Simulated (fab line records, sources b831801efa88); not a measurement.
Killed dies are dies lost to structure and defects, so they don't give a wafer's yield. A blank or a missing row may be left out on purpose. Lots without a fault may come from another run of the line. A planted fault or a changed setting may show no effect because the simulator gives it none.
fab line records | flow sky130
record lots=5 wafers=15 last_day=50
route steps=708 shown CONTACT@412 METAL1@434
lots that met no fault: from a run of the same line without faults
start_h: hours from the record's first day to the start of the lot's first wafer shown | wait_h: hours since the lot's step before | " the same as in the row above | L1.1+2: a row that stands for several wafers | - no value, or no start given | * or withheld: withheld | < > ~ a bound
route shown NAME@n: a module of which the file shows steps, and the number in the route of the first | usual: mean/standard deviation of fault-free wafers | same: alike in all rows | chamber/n: place in a boat | sites: the reading at each site | _std_site: their standard deviation | _edge_site: outer sites' mean less inner sites' | radius_mm: how far each site lies from the wafer's centre | mask NAME#n: copy n | behind: the tool/chamber that last shaped the wafer | hold: why the lot was held/for how many hours/how that ended | device: the transistor (n, p or np) that didn't switch | end of line: the same wafers' tests at the end of the route | a step without rows: its recipe alone | killed: dies lost to structure and defects at the first sort, not the wafer's yield | map: a wafer's dies, x killed, . not, _ none there
set.NAME: the setting as run; set.NAME@STEP: as run at that earlier step | model.NAME: the simulator's own value behind a step, which no gauge read
lots at some steps of the route; a table a step, a row a wafer
services: from which hour (start_h, from the record's first day; less than 0 if before it) a tool's chamber was out of use, for how many hours, and why
## steps
# step SKY_CONTACT_DEHYDRATE_06
# recipe temp_c=200 time_s=60
# columns lot.wafer tool chamber start_h wait_h
L074.1+2+5 litho_track-04 0 711.19 13.8
L078.1+3+6 litho_track-02 0 754.79 12.4
L085.2+5+6 litho_track-03 0 804.54 13.2
L090.1+4+6 litho_track-03 0 844.87 11.5
L097.1+3+5 litho_track-03 0 917.87 11.8
# step SKY_CONTACT_HMDS_07
# recipe prime_time_s=57.17 prime_temp_c=120
# columns lot.wafer tool chamber start_h wait_h
L074.1+2+5 litho_track-04 0 711.34 0.1
L078.1+3+6 litho_track-02 0 754.94 0.1
L085.2+5+6 litho_track-03 0 804.69 0.1
L090.1+4+6 litho_track-03 0 845.02 0.1
L097.1+3+5 litho_track-03 0 918.02 0.1
# step SKY_CONTACT_COAT_08
# recipe resist=BARC temp_c=withheld time_s=withheld spin_rpm=3000 resist_thk_nm=60
# columns lot.wafer tool chamber start_h wait_h
L074.1+2+5 litho_track-04 0 711.49 0.1
L078.1+3+6 litho_track-02 0 755.09 0.1
L085.2+5+6 litho_track-03 0 804.84 0.1
L090.1+4+6 litho_track-03 0 845.17 0.1
L097.1+3+5 litho_track-03 0 918.17 0.1
# step SKY_CONTACT_COAT_09
# recipe resist=KrF-thick spin_rpm=3000 resist_thk_nm=450
# columns lot.wafer tool chamber start_h wait_h
L074.1+2+5 litho_track-04 0 - -
L078.1+3+6 litho_track-02 0 - -
L085.2+5+6 litho_track-03 0 - -
L090.1+4+6 litho_track-03 0 - -
L097.1+3+5 litho_track-03 0 - -
# step SKY_CONTACT_SOFTBAKE_10
# recipe temp_c=100 time_s=90 resist=KrF-thick
# columns lot.wafer tool chamber start_h wait_h
L074.1+2+5 litho_track-04 0 - -
L078.1+3+6 litho_track-02 0 - -
L085.2+5+6 litho_track-03 0 - -
L090.1+4+6 litho_track-03 0 - -
L097.1+3+5 litho_track-03 0 - -
# step SKY_CONTACT_EXPOSE_11
# recipe mask_id=CTM1 na=0.8 source_shape=annular sigma_inner=0.55 sigma_outer=0.85 target_cd_nm=170 dose_mj=38
# usual focus_offset_nm=-0.1/0.53 stage_vel_mm_s=499.98/0.27
# columns lot.wafer tool chamber start_h wait_h mask focus_offset_nm stage_vel_mm_s
L074.1 krf_scanner-01 0 - - CTM1#0 0.8 499.53
L074.2 " 0 " " CTM1#0 0.1 499.86
L074.5 " 0 " " CTM1#0 1.3 499.82
L078.1 krf_scanner-01 0 - - CTM1#0 0.7 500.08
L078.3 " 0 " " CTM1#0 0.7 499.86
L078.6 " 0 " " CTM1#0 -0.4 499.97
L085.2 krf_scanner-01 0 - - CTM1#0 -0.2 500.51
L085.5 " 0 " " CTM1#0 -0.7 500.48
L085.6 " 0 " " CTM1#0 -0.4 500.40
L090.1 krf_scanner-01 0 - - CTM1#0 -0.1 500.02
L090.4 " 0 " " CTM1#0 0.0 500.17
L090.6 " 0 " " CTM1#0 0.2 499.69
L097.1 krf_scanner-02 0 - - CTM1#0 -1.1 499.91
L097.3 " 0 " " CTM1#0 -0.5 500.31
L097.5 " 0 " " CTM1#0 -0.4 499.96
# step SKY_CONTACT_PEB_12
# recipe peb_temp_c=withheld peb_time_s=withheld resist=KrF-thick
# columns lot.wafer tool chamber start_h wait_h
L074.1+2+5 litho_track-03 0 - -
L078.1+3+6 litho_track-03 0 - -
L085.2+5+6 litho_track-04 0 - -
L090.1+4+6 litho_track-04 0 - -
L097.1+3+5 litho_track-04 0 - -
# step SKY_CONTACT_DEVELOP_13
# recipe develop_time_s=60 resist=KrF-thick dev_temp_c=21
# columns lot.wafer tool chamber start_h wait_h
L074.1+2+5 litho_track-03 0 - -
L078.1+3+6 litho_track-03 0 - -
L085.2+5+6 litho_track-04 0 - -
L090.1+4+6 litho_track-04 0 - -
L097.1+3+5 litho_track-04 0 - -
# step SKY_CONTACT_CD_MEAS_14
# recipe target_cd_nm=170
# usual cd_nm=170.1/1.5
# columns lot.wafer tool chamber start_h wait_h cd_nm
L074.1 cd_sem-01 - 725.12 - 171.3
L074.2 " - " " 170.2
L074.5 " - " " 170.1
L078.1 cd_sem-02 - 769.57 - 169.6
L078.3 " - " " 170.3
L078.6 " - " " 171.0
L085.2 cd_sem-02 - 819.37 - 167.0
L085.5 " - " " 167.4
L085.6 " - " " 166.7
L090.1 cd_sem-02 - 859.44 - 171.2
L090.4 " - " " 172.2
L090.6 " - " " 172.2
L097.1 cd_sem-01 - 931.24 - 172.5
L097.3 " - " " 171.0
L097.5 " - " " 172.2
# step SKY_CONTACT_OVL_MEAS_15
# usual CONTACT_OVL=0/5.7
# columns lot.wafer tool chamber start_h wait_h CONTACT_OVL[nm]
L074.1 overlay-01 - 725.24 0.1 7
L074.2 " - " " 6
L074.5 " - " " 5
L078.1 overlay-02 - 769.69 0.1 1
L078.3 " - " " -4
L078.6 " - " " 8
L085.2 overlay-01 - 819.48 0.1 -5
L085.5 " - " " 0
L085.6 " - " " -5
L090.1 overlay-02 - 859.56 0.1 5
L090.4 " - " " 9
L090.6 " - " " 10
L097.1 overlay-02 - 931.36 0.1 3
L097.3 " - " " 0
L097.5 " - " " -2
# step SKY_CONTACT_ETCH_16
# recipe chemistry=N2/H2 target=BARC ion_energy_ev=200 source_w=500 bias_w=100 pressure_mtorr=30 n2_flow_sccm=100 h2_flow_sccm=200 stop_on=SiO2 time_s=45.9 target_depth_a=600
# usual drypump_motor_current_A=5.8/0.31 oes_product_au=0.855/0.0044 throttle_valve_pct=13.226/0.0093
# columns lot.wafer tool chamber start_h wait_h drypump_motor_current_A oes_product_au rf_hours_counter_h throttle_valve_pct
L074.1 rie_diel-02 0 725.28 0.0 6.3 0.862 3 13.228
L074.2 " 2 " " 5.9 0.854 5 13.226
L074.5 " 2 " " 5.8 0.852 - 13.216
L078.1 rie_diel-02 0 769.73 0.0 6.3 0.856 4 13.205
L078.3 " 1 " " 5.7 0.851 12 13.239
L078.6 " 1 " " 5.7 0.854 - 13.211
L085.2 rie_diel-03 1 819.51 0.0 5.1 0.853 7 13.220
L085.5 " 3 " " 5.7 0.855 - 13.229
L085.6 " 2 " " 5.6 0.854 - 13.215
L090.1 rie_diel-01 2 859.60 0.0 5.5 0.860 15 13.239
L090.4 " 3 " " 6.2 0.864 18 13.218
L090.6 " 2 " " 5.6 0.860 - 13.228
L097.1 rie_diel-03 2 931.40 0.0 5.6 0.856 20 13.233
L097.3 " 0 " " 6.1 0.855 11 13.241
L097.5 " 3 " " 5.6 0.853 - 13.226
# step SKY_CONTACT_ETCH_17
# recipe target=SiO2 chemistry=C4F8/O2/Ar stop_on=Si3N4 mask_material=KrF-thick source_w=1500 bias_w=1200 pressure_mtorr=40 c4f8_flow_sccm=withheld O2_flow_sccm=6 Ar_flow_sccm=300 time_s=withheld target_depth_a=3400
# usual oes_product_au=0.891/0.0048
# columns lot.wafer tool chamber start_h wait_h oes_product_au
L074.1 rie_diel-02 0 725.32 0.0 0.892
L074.2 " 2 " " 0.892
L074.5 " 2 " " 0.895
L078.1 rie_diel-02 0 769.77 0.0 0.902
L078.3 " 1 " " 0.890
L078.6 " 1 " " 0.889
L085.2 rie_diel-03 1 819.55 0.0 0.900
L085.5 " 3 " " 0.901
L085.6 " 2 " " 0.895
L090.1 rie_diel-01 2 859.64 0.0 0.900
L090.4 " 3 " " 0.890
L090.6 " 2 " " 0.891
L097.1 rie_diel-03 2 931.44 0.0 0.886
L097.3 " 0 " " 0.892
L097.5 " 3 " " 0.887
# step SKY_CONTACT_ETCH_18
# recipe target=Si3N4 chemistry=CHF3/O2 stop_on=TiN source_w=600 bias_w=200 pressure_mtorr=40 chf3_flow_sccm=50 O2_flow_sccm=5 time_s=39 target_depth_a=750
# usual drypump_motor_current_A=5.7/0.31 oes_product_au=0.855/0.0075 throttle_valve_pct=8.792/0.0085
# columns lot.wafer tool chamber start_h wait_h drypump_motor_current_A oes_product_au rf_hours_counter_h throttle_valve_pct
L074.1 rie_diel-02 0 - - 6.2 0.858 3 8.781
L074.2 " 2 " " 5.8 0.860 5 8.803
L074.5 " 2 " " 5.8 0.861 - 8.801
L078.1 rie_diel-02 0 - - 6.2 0.852 4 8.786
L078.3 " 1 " " 5.7 0.851 12 8.783
L078.6 " 1 " " 5.7 0.859 - 8.811
L085.2 rie_diel-03 1 - - 5.1 0.843 7 8.787
L085.5 " 3 " " 5.6 0.868 - 8.794
L085.6 " 2 " " 5.5 0.840 - 8.813
L090.1 rie_diel-01 2 - - 5.6 0.856 15 8.795
L090.4 " 3 " " 6.2 0.859 18 8.806
L090.6 " 2 " " 5.6 0.857 - 8.800
L097.1 rie_diel-03 2 - - 5.5 0.842 20 8.777
L097.3 " 0 " " 6.0 0.844 11 8.783
L097.5 " 3 " " 5.7 0.855 - 8.788
# step SKY_CONTACT_STRIP_19
# recipe chemistry=O2/N2 power_w=1400 pressure_mtorr=1500 platen_temp_c=withheld o2_flow_sccm=3000 n2_flow_sccm=300 overash_fraction=0.5
# usual drypump_motor_current_A=5.8/0.46 oes_product_au=0.381/0.005 strip_time_to_endpoint_s=3.627/0.027
# columns lot.wafer tool chamber start_h wait_h drypump_motor_current_A oes_product_au rf_hours_counter_h strip_time_to_endpoint_s
L074.1 plasma_asher-03 1 725.41 - 6.4 0.389 103 3.663
L074.2 " 0 " " 5.6 0.377 103 3.661
L074.5 " 1 " " 6.3 0.384 - 3.663
L078.1 plasma_asher-03 1 769.86 - 6.3 0.383 3 3.612
L078.3 " 1 " " 6.3 0.370 - 3.602
L078.6 " 1 " " 6.4 0.384 - 3.611
L085.2 plasma_asher-04 0 819.64 - 5.8 0.378 39 3.616
L085.5 " 0 " " 5.9 0.383 - 3.654
L085.6 " 1 " " 4.9 0.379 - 3.651
L090.1 plasma_asher-02 1 859.73 - 6.1 0.385 75 3.666
L090.4 " 0 " " 5.8 0.389 - 3.686
L090.6 " 0 " " 5.7 0.382 - 3.655
L097.1 plasma_asher-02 0 931.53 - 5.8 0.369 83 3.598
L097.3 " 1 " " 6.1 0.375 - 3.621
L097.5 " 0 " " 5.8 0.371 - 3.578
# step SKY_CONTACT_STRIP_20
# recipe chemistry=post_etch_residue_remover time_s=1200 temp_c=72.5
# usual temp_c=72.49/0.13
# columns lot.wafer tool chamber start_h wait_h temp_c
L074.1 wet_bench-01 0 725.51 0.1 72.74
L074.2 " 0 " " 72.59
L074.5 " 0 " " 72.74
L078.1 wet_bench-02 3 769.96 0.1 72.67
L078.3 " 3 " " 72.60
L078.6 " 3 " " 72.53
L085.2 wet_bench-03 3 819.74 0.1 72.37
L085.5 " 3 " " 72.52
L085.6 " 3 " " 72.48
L090.1 wet_bench-01 2 859.83 0.1 72.47
L090.4 " 2 " " 72.47
L090.6 " 2 " " 72.17
L097.1 wet_bench-02 1 931.63 0.1 72.52
L097.3 " 1 " " 72.50
L097.5 " 1 " " 72.46
# step SKY_CONTACT_CLEAN_21
# recipe chemistry=IPA time_s=180 temp_c=25
# usual temp_c=24.98/0.1
# columns lot.wafer tool chamber start_h wait_h temp_c
L074.1 wet_bench-02 0 725.85 0.0 25.11
L074.2 " 0 " " 24.85
L074.5 " 0 " " 24.82
L078.1 wet_bench-01 2 770.33 0.0 24.85
L078.3 " 2 " " 24.93
L078.6 " 2 " " 24.91
L085.2 wet_bench-03 1 820.08 0.0 24.99
L085.5 " 1 " " 24.97
L085.6 " 1 " " 24.90
L090.1 wet_bench-03 3 860.17 0.0 25.11
L090.4 " 3 " " 25.00
L090.6 " 3 " " 25.00
L097.1 wet_bench-02 3 931.97 0.0 25.10
L097.3 " 3 " " 25.03
L097.5 " 3 " " 25.01
# step SKY_CONTACT_CLEAN_22
# recipe chemistry=O3/DIW dry=n2_spin
# columns lot.wafer tool chamber start_h wait_h
L074.1+2+5 wet_bench-03 1 725.91 0.0
L078.1+3+6 wet_bench-03 1 770.39 0.0
L085.2+5+6 wet_bench-01 1 820.14 0.0
L090.1+4+6 wet_bench-01 3 860.23 0.0
L097.1+3+5 wet_bench-02 1 932.03 0.0
# step SKY_CONTACT_SPUTTER_23
# recipe material=TiN target_thk_nm=20 chamber_pressure_pa=5 power_w=4000 time_s=80
# usual throttle_valve_pct=30.2/1.1
# columns lot.wafer tool chamber start_h wait_h throttle_valve_pct
L074.1 pvd_sputter-04 - 726.00 0.0 30.9
L074.2 " - " " 29.6
L074.5 " - " " 29.9
L078.1 pvd_sputter-04 - 770.49 0.0 29.8
L078.3 " - " " 30.8
L078.6 " - " " 31.0
L085.2 pvd_sputter-01 - 820.24 0.0 30.8
L085.5 " - " " 31.3
L085.6 " - " " 30.7
L090.1 pvd_sputter-04 - 860.32 0.0 31.7
L090.4 " - " " 29.5
L090.6 " - " " 31.9
L097.1 pvd_sputter-01 - 932.12 0.0 30.5
L097.3 " - " " 31.5
L097.5 " - " " 30.5
# step SKY_CONTACT_CVD_24
# recipe material=W target_thk_nm=340 time_s=102.12 temp_c=400 pressure_torr=40
# usual heater_power_w=806/95
# columns lot.wafer tool chamber start_h wait_h heater_power_w
L074.1 cvd_w-02 1 726.06 0.0 737
L074.2 " 0 " " 721
L074.5 " 0 " " 705
L078.1 cvd_w-01 0 770.55 0.0 840
L078.3 " 1 " " 981
L078.6 " 1 " " 979
L085.2 cvd_w-01 0 820.30 0.0 880
L085.5 " 1 " " 985
L085.6 " 0 " " 866
L090.1 cvd_w-02 0 860.39 0.0 730
L090.4 " 1 " " 761
L090.6 " 1 " " 754
L097.1 cvd_w-01 1 932.19 0.0 892
L097.3 " 0 " " 796
L097.5 " 0 " " 827
# step SKY_CONTACT_RS_MEAS_25
# recipe thk_meas_gauge=four-point-probe reads=W_of_CONTACT_CVD_24+TiN_of_CONTACT_SPUTTER_23
# usual CONTACT_W_RS=0.340/0.0034
# columns lot.wafer tool chamber start_h wait_h CONTACT_W_RS[ohm/sq]
L074.1 film_metro-02 - 726.17 0.1 0.344
L074.2 " - " " 0.340
L074.5 " - " " 0.338
L078.1 film_metro-02 - 770.66 0.1 0.344
L078.3 " - " " 0.346
L078.6 " - " " 0.343
L085.2 film_metro-02 - 820.43 0.1 0.343
L085.5 " - " " 0.339
L085.6 " - " " 0.339
L090.1 film_metro-03 - 860.50 0.1 0.348
L090.4 " - " " 0.345
L090.6 " - " " 0.351
L097.1 film_metro-03 - 932.30 0.1 0.334
L097.3 " - " " 0.334
L097.5 " - " " 0.335
# step SKY_CONTACT_THK_MEAS_26
# recipe thk_meas_gauge=xrf reads=W_of_CONTACT_CVD_24
# usual CONTACT_W_THK=348/5.1
# columns lot.wafer tool chamber start_h wait_h CONTACT_W_THK[nm]
L074.1 film_metro-02 - 726.29 0.1 337
L074.2 " - " " 337
L074.5 " - " " 340
L078.1 film_metro-02 - 770.78 0.1 339
L078.3 " - " " 337
L078.6 " - " " 342
L085.2 film_metro-02 - 820.54 0.1 339
L085.5 " - " " 344
L085.6 " - " " 344
L090.1 film_metro-03 - 860.62 0.1 339
L090.4 " - " " 344
L090.6 " - " " 338
L097.1 film_metro-03 - 932.42 0.1 356
L097.3 " - " " 354
L097.5 " - " " 355
# step SKY_CONTACT_CMP_27
# recipe stop_on=SiO2 t_overpolish_s=15 down_force_psi=3.5 platen_rpm=60 target_thk_nm=0 pad_velocity_m_s=0.94248
# usual motor_current_A=11.5/1 overpolish_run_s=14.999/0.0091 time_to_endpoint_s=81/3
# columns lot.wafer tool chamber start_h wait_h motor_current_A overpolish_run_s time_to_endpoint_s
L074.1 cmp-02 3 726.35 0.1 11.2 15.000 83
L074.2 " 0 " " 11.1 14.991 84
L074.5 " 0 " " 11.1 15.003 83
L078.3 cmp-01 1 770.84 0.0 12.8 14.997 82
L078.1 " 2 " " 12.5 15.011 83
L078.6 " 2 " " 12.6 15.011 82
L085.2 cmp-01 3 820.94 0.4 10.7 15.007 78
L085.5 " 1 " " 12.4 15.000 81
L085.6 " 2 " " 12.1 15.004 80
L090.4 cmp-01 2 860.73 0.1 13.0 14.998 81
L090.1 " 0 " " 10.3 14.994 77
L090.6 " 1 " " 13.1 14.986 80
L097.3 cmp-01 0 932.67 0.2 10.6 15.005 79
L097.1 " 1 " " 12.4 15.005 85
L097.5 " 3 " " 10.2 14.993 79
# step SKY_METAL1_SPUTTER_00
# recipe material=Ti target_thk_nm=15 power_w=3000 time_s=10 chamber_pressure_pa=0.4
# usual throttle_valve_pct=29.7/0.98
# columns lot.wafer tool chamber start_h wait_h throttle_valve_pct
L074.1 pvd_sputter-01 - 726.65 0.2 31.1
L074.2 " - " " 30.6
L074.5 " - " " 30.8
L078.1 pvd_sputter-03 - 771.14 0.2 29.3
L078.3 " - " " 28.8
L078.6 " - " " 29.0
L085.2 pvd_sputter-02 - 821.14 0.1 28.0
L085.5 " - " " 29.6
L085.6 " - " " 28.6
L090.1 pvd_sputter-02 - 860.98 0.1 29.9
L090.4 " - " " 28.5
L090.6 " - " " 28.3
L097.1 pvd_sputter-03 - 932.92 0.1 30.4
L097.3 " - " " 30.2
L097.5 " - " " 30.5
# step SKY_METAL1_SPUTTER_01
# recipe material=TiN target_thk_nm=20 power_w=6500 time_s=16.92 chamber_pressure_pa=0.4
# usual throttle_valve_pct=29.7/0.92
# columns lot.wafer tool chamber start_h wait_h throttle_valve_pct
L074.1 pvd_sputter-01 - 726.67 0.0 30.6
L074.2 " - " " 30.5
L074.5 " - " " 30.7
L078.1 pvd_sputter-03 - 771.16 0.0 29.0
L078.3 " - " " 29.1
L078.6 " - " " 29.4
L085.2 pvd_sputter-02 - 821.16 0.0 28.4
L085.5 " - " " 29.5
L085.6 " - " " 28.5
L090.1 pvd_sputter-02 - 861.00 0.0 29.8
L090.4 " - " " 28.5
L090.6 " - " " 28.6
L097.1 pvd_sputter-03 - 932.95 0.0 30.0
L097.3 " - " " 29.8
L097.5 " - " " 30.3
# step SKY_METAL1_SPUTTER_02
# recipe material=AlCu target_thk_nm=250 power_w=10600 time_s=13.3 chamber_pressure_pa=0.4
# usual throttle_valve_pct=29.7/0.96
# columns lot.wafer tool chamber start_h wait_h throttle_valve_pct
L074.1 pvd_sputter-01 - 726.70 0.0 30.7
L074.2 " - " " 30.9
L074.5 " - " " 30.8
L078.1 pvd_sputter-03 - 771.19 0.0 29.2
L078.3 " - " " 28.7
L078.6 " - " " 29.1
L085.2 pvd_sputter-02 - 821.18 0.0 28.1
L085.5 " - " " 29.4
L085.6 " - " " 28.2
L090.1 pvd_sputter-02 - 861.02 0.0 29.8
L090.4 " - " " 28.4
L090.6 " - " " 28.2
L097.1 pvd_sputter-03 - 932.97 0.0 30.5
L097.3 " - " " 29.8
L097.5 " - " " 30.4
# step SKY_METAL1_SPUTTER_03
# recipe material=Ti target_thk_nm=5 power_w=3000 time_s=3.3 chamber_pressure_pa=0.4
# usual throttle_valve_pct=29.7/0.93
# columns lot.wafer tool chamber start_h wait_h throttle_valve_pct
L074.1 pvd_sputter-01 - 726.72 0.0 30.6
L074.2 " - " " 30.7
L074.5 " - " " 30.9
L078.1 pvd_sputter-03 - 771.21 0.0 29.1
L078.3 " - " " 28.7
L078.6 " - " " 29.4
L085.2 pvd_sputter-02 - 821.21 0.0 28.2
L085.5 " - " " 29.6
L085.6 " - " " 28.2
L090.1 pvd_sputter-02 - 861.05 0.0 29.8
L090.4 " - " " 28.4
L090.6 " - " " 28.1
L097.1 pvd_sputter-03 - 933.00 0.0 30.3
L097.3 " - " " 30.2
L097.5 " - " " 30.4
# step SKY_METAL1_SPUTTER_04
# recipe material=TiN target_thk_nm=70 power_w=6500 time_s=58.3 chamber_pressure_pa=0.4
# usual throttle_valve_pct=29.7/0.96
# columns lot.wafer tool chamber start_h wait_h throttle_valve_pct
L074.1 pvd_sputter-01 - 726.74 0.0 30.7
L074.2 " - " " 30.8
L074.5 " - " " 30.9
L078.1 pvd_sputter-03 - 771.23 0.0 29.1
L078.3 " - " " 28.6
L078.6 " - " " 29.1
L085.2 pvd_sputter-02 - 821.23 0.0 28.2
L085.5 " - " " 29.6
L085.6 " - " " 28.4
L090.1 pvd_sputter-02 - 861.07 0.0 29.8
L090.4 " - " " 28.1
L090.6 " - " " 28.1
L097.1 pvd_sputter-03 - 933.01 0.0 30.3
L097.3 " - " " 29.9
L097.5 " - " " 30.3
# step SKY_METAL1_RS_MEAS_05
# recipe thk_meas_gauge=four-point-probe reads=TiN_of_METAL1_SPUTTER_04+Ti_of_METAL1_SPUTTER_03+AlCu_of_METAL1_SPUTTER_02+TiN_of_METAL1_SPUTTER_01+Ti_of_METAL1_SPUTTER_00
# usual METAL1_ALCU_RS=0.1268/0.0015
# columns lot.wafer tool chamber start_h wait_h METAL1_ALCU_RS[ohm/sq]
L074.1 film_metro-03 - 726.79 0.0 0.1249
L074.2 " - " " 0.1260
L074.5 " - " " 0.1255
L078.1 film_metro-04 - 771.28 0.0 0.1276
L078.3 " - " " 0.1274
L078.6 " - " " 0.1269
L085.2 film_metro-04 - 821.30 0.0 0.1284
L085.5 " - " " 0.1286
L085.6 " - " " 0.1290
L090.1 film_metro-03 - 861.12 0.0 0.1292
L090.4 " - " " 0.1291
L090.6 " - " " 0.1305
L097.1 film_metro-02 - 933.06 0.0 0.1278
L097.3 " - " " 0.1284
L097.5 " - " " 0.1278
# step SKY_METAL1_THK_MEAS_06
# recipe thk_meas_gauge=xrf reads=AlCu_of_METAL1_SPUTTER_02
# usual METAL1_ALCU_THK=246/3.2
# columns lot.wafer tool chamber start_h wait_h METAL1_ALCU_THK[nm]
L074.1 film_metro-03 - 726.91 0.1 246
L074.2 " - " " 246
L074.5 " - " " 248
L078.1 film_metro-04 - 771.40 0.1 246
L078.3 " - " " 247
L078.6 " - " " 249
L085.2 film_metro-04 - 821.41 0.1 243
L085.5 " - " " 243
L085.6 " - " " 244
L090.1 film_metro-03 - 861.24 0.1 240
L090.4 " - " " 240
L090.6 " - " " 241
L097.1 film_metro-02 - 933.18 0.1 245
L097.3 " - " " 245
L097.5 " - " " 244
# step SKY_METAL1_DEHYDRATE_07
# recipe temp_c=200 time_s=60
# columns lot.wafer tool chamber start_h wait_h
L074.1+2+5 litho_track-04 0 740.54 13.6
L078.1+3+6 litho_track-04 0 783.39 12.0
L085.2+5+6 litho_track-01 0 834.33 12.9
L090.1+4+6 litho_track-01 0 872.75 11.5
L097.1+3+5 litho_track-03 0 944.22 11.0
# step SKY_METAL1_HMDS_08
# recipe prime_time_s=60 prime_temp_c=120
# columns lot.wafer tool chamber start_h wait_h
L074.1+2+5 litho_track-04 0 740.69 0.1
L078.1+3+6 litho_track-04 0 783.54 0.1
L085.2+5+6 litho_track-01 0 834.48 0.1
L090.1+4+6 litho_track-01 0 872.90 0.1
L097.1+3+5 litho_track-03 0 944.37 0.1
# step SKY_METAL1_COAT_09
# recipe resist=BARC temp_c=withheld time_s=withheld spin_rpm=3000 resist_thk_nm=60
# columns lot.wafer tool chamber start_h wait_h
L074.1+2+5 litho_track-04 0 740.84 0.1
L078.1+3+6 litho_track-04 0 783.69 0.1
L085.2+5+6 litho_track-01 0 834.63 0.1
L090.1+4+6 litho_track-01 0 873.05 0.1
L097.1+3+5 litho_track-03 0 944.52 0.1
# step SKY_METAL1_COAT_10
# recipe resist=KrF-thick spin_rpm=3000 resist_thk_nm=450
# columns lot.wafer tool chamber start_h wait_h
L074.1+2+5 litho_track-04 0 - -
L078.1+3+6 litho_track-04 0 - -
L085.2+5+6 litho_track-01 0 - -
L090.1+4+6 litho_track-01 0 - -
L097.1+3+5 litho_track-03 0 - -
# step SKY_METAL1_SOFTBAKE_11
# recipe temp_c=100 time_s=91.3 resist=KrF-thick
# usual plate_sensor_t_centre_C=100.88/0.0095 plate_sensor_t_edge_C=100.95/0.01
# columns lot.wafer tool chamber start_h wait_h plate_sensor_t_centre_C plate_sensor_t_edge_C
L074.1 litho_track-04 0 - - 100.88 100.95
L074.2 " 0 " " 100.88 100.94
L074.5 " 0 " " 100.88 100.97
L078.1 litho_track-04 0 - - 100.87 100.97
L078.3 " 0 " " 100.9 100.95
L078.6 " 0 " " 100.88 100.96
L085.2 litho_track-01 0 - - 100.89 100.97
L085.5 " 0 " " 100.89 100.95
L085.6 " 0 " " 100.89 100.95
L090.1 litho_track-01 0 - - 100.88 100.95
L090.4 " 0 " " 100.89 100.95
L090.6 " 0 " " 100.87 100.95
L097.1 litho_track-03 0 - - 100.89 100.95
L097.3 " 0 " " 100.88 100.96
L097.5 " 0 " " 100.88 100.95
# step SKY_METAL1_EXPOSE_12
# recipe mask_id=MM1 na=0.8 source_shape=annular sigma_inner=0.55 sigma_outer=0.85 target_cd_nm=140 dose_mj=28
# usual focus_offset_nm=-0.1/0.53 stage_vel_mm_s=499.96/0.25
# columns lot.wafer tool chamber start_h wait_h mask focus_offset_nm stage_vel_mm_s
L074.1 krf_scanner-02 0 - - MM1#0 -0.2 500.50
L074.2 " 0 " " MM1#0 -0.6 500.41
L074.5 " 0 " " MM1#0 0.9 500.19
L078.1 krf_scanner-01 0 - - MM1#0 -0.3 500.15
L078.3 " 0 " " MM1#0 -0.2 500.04
L078.6 " 0 " " MM1#0 0.0 500.15
L085.2 krf_scanner-02 0 - - MM1#0 0.1 499.80
L085.5 " 0 " " MM1#0 -0.1 500.04
L085.6 " 0 " " MM1#0 -0.3 500.06
L090.1 krf_scanner-02 0 - - MM1#0 -0.3 499.96
L090.4 " 0 " " MM1#0 0.2 499.91
L090.6 " 0 " " MM1#0 1.1 500.13
L097.1 krf_scanner-02 0 - - MM1#0 -0.4 499.71
L097.3 " 0 " " MM1#0 0.3 500.13
L097.5 " 0 " " MM1#0 0.4 499.82
# step SKY_METAL1_PEB_13
# recipe peb_temp_c=withheld peb_time_s=withheld resist=KrF-thick
# columns lot.wafer tool chamber start_h wait_h
L074.1+2+5 litho_track-03 0 - -
L078.1+3+6 litho_track-03 0 - -
L085.2+5+6 litho_track-04 0 - -
L090.1+4+6 litho_track-04 0 - -
L097.1+3+5 litho_track-03 0 - -
# step SKY_METAL1_DEVELOP_14
# recipe develop_time_s=60 resist=KrF-thick dev_temp_c=21
# columns lot.wafer tool chamber start_h wait_h
L074.1+2+5 litho_track-03 0 - -
L078.1+3+6 litho_track-03 0 - -
L085.2+5+6 litho_track-04 0 - -
L090.1+4+6 litho_track-04 0 - -
L097.1+3+5 litho_track-03 0 - -
# step SKY_METAL1_CD_MEAS_15
# recipe target_cd_nm=140
# usual cd_nm=139.9/1.8
# columns lot.wafer tool chamber start_h wait_h cd_nm
L074.1 cd_sem-02 - 754.17 - 142.5
L074.2 " - " " 142.8
L074.5 " - " " 143.5
L078.1 cd_sem-02 - 797.42 - 143.5
L078.3 " - " " 144.0
L078.6 " - " " 143.0
L085.2 cd_sem-01 - 847.66 - 141.5
L085.5 " - " " 138.8
L085.6 " - " " 139.8
L090.1 cd_sem-01 - 886.64 - 138.2
L090.4 " - " " 137.5
L090.6 " - " " 138.9
L097.1 cd_sem-02 - 957.42 - 140.5
L097.3 " - " " 137.3
L097.5 " - " " 139.0
# step SKY_METAL1_OVL_MEAS_16
# usual METAL1_OVL=-5/5.5
# columns lot.wafer tool chamber start_h wait_h METAL1_OVL[nm]
L074.1 overlay-02 - 754.29 0.1 -2
L074.2 " - " " 0
L074.5 " - " " -5
L078.1 overlay-01 - 797.54 0.1 -5
L078.3 " - " " -5
L078.6 " - " " 0
L085.2 overlay-01 - 847.77 0.1 -1
L085.5 " - " " -11
L085.6 " - " " -3
L090.1 overlay-02 - 886.76 0.1 -7
L090.4 " - " " -3
L090.6 " - " " -9
L097.1 overlay-02 - 957.54 0.1 -11
L097.3 " - " " -3
L097.5 " - " " -9
## services
# columns tool chamber start_h hours kind
rie_diel-03 - 699.83 0.7 repair
rie_diel-02 3 700.88 41.7 repair
krf_scanner-01 - 701.60 0.5 repair
pvd_sputter-01 - 706.28 6.6 repair
krf_scanner-02 - 706.85 0.2 repair
rie_diel-03 0 708.87 1.2 repair
krf_scanner-01 - 713.65 0.8 pm
pvd_sputter-03 - 749.85 2.8 repair
krf_scanner-02 - 753.74 1.3 pm
krf_scanner-01 - 773.28 0.8 pm
krf_scanner-02 - 773.94 0.7 repair
krf_scanner-02 - 788.86 0.8 pm
krf_scanner-01 - 793.80 4.0 pm
rie_diel-03 2 794.78 4.6 repair
pvd_sputter-01 - 797.40 1.8 repair
krf_scanner-02 - 797.82 1.0 pm
rie_diel-02 3 798.41 2.6 repair
krf_scanner-02 - 801.48 5.5 repair
krf_scanner-01 - 804.36 2.0 repair
pvd_sputter-01 - 813.65 4.5 repair
pvd_sputter-02 - 858.62 2.3 repair
rie_diel-03 - 867.73 1.2 repair
rie_diel-02 3 911.99 5.7 repair
rie_diel-03 0 916.64 4.1 repair
## key
fault none
